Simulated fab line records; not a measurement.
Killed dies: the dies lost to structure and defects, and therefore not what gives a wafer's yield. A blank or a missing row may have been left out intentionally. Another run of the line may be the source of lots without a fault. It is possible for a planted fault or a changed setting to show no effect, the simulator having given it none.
Matching of chambers || flow sky130 || SKY_CONTACT_ETCH_16 on rie-diel-01 has 4 sister chambers
The step etches BARC in N2/H2, stops on SiO2, time 45.9 s, target depth 60 nm. 4 wafers are shown with their chamber, then 8 later ones without.

WAFERS WITH THEIR CHAMBER
{"wafer": "L085.4", "chamber": 3, "drypump-motor-current-A (A)": 6.1}
{"wafer": "L087.1", "chamber": 0, "drypump-motor-current-A (A)": 5.7}
{"wafer": "L087.3", "chamber": 2, "drypump-motor-current-A (A)": 5.9}
{"wafer": "L091.4", "chamber": 1, "drypump-motor-current-A (A)": 5.5}

WAFERS WHOSE CHAMBER IS MISSING
{"wafer": "L091.5", "drypump-motor-current-A (A)": 5.9}
{"wafer": "L091.6", "drypump-motor-current-A (A)": 5.5}
{"wafer": "L092.3", "drypump-motor-current-A (A)": 5.5}
{"wafer": "L092.4", "drypump-motor-current-A (A)": 5.9}
{"wafer": "L092.6", "drypump-motor-current-A (A)": 5.9}
{"wafer": "L096.4", "drypump-motor-current-A (A)": 5.9}
{"wafer": "L096.5", "drypump-motor-current-A (A)": 5.4}
{"wafer": "L096.6", "drypump-motor-current-A (A)": 5.7}

WHICH CHAMBER EACH ONE RAN IN
{"wafer": "L091.5", "from the rows above": 2, "in truth": 2}
{"wafer": "L091.6", "from the rows above": 1, "in truth": 1}
{"wafer": "L092.3", "from the rows above": 1, "in truth": 1}
{"wafer": "L092.4", "from the rows above": 2, "in truth": 2}
{"wafer": "L092.6", "from the rows above": 2, "in truth": 2}
{"wafer": "L096.4", "from the rows above": 2, "in truth": 2}
{"wafer": "L096.5", "from the rows above": 1, "in truth": 1}
{"wafer": "L096.6", "from the rows above": 0, "in truth": 0}
Placed correctly: 8 of 8. Not placeable from these rows: 0. Number placed wrongly: 0.
How it was worked out, from the rows above alone: a wafer's distance from a chamber is the root of the sum, over the readings, of the square of ((its reading less the chamber's mean) divided by the reading's scatter). The wafer belongs to the nearest chamber; if the next one is less than 2 further off, it can't be placed. The mean given for a chamber averages the wafers shown for that chamber. The scatter (one wafer shown for each chamber): square how far every hidden wafer sits from the nearest shown wafer, average those squares and take the square root.
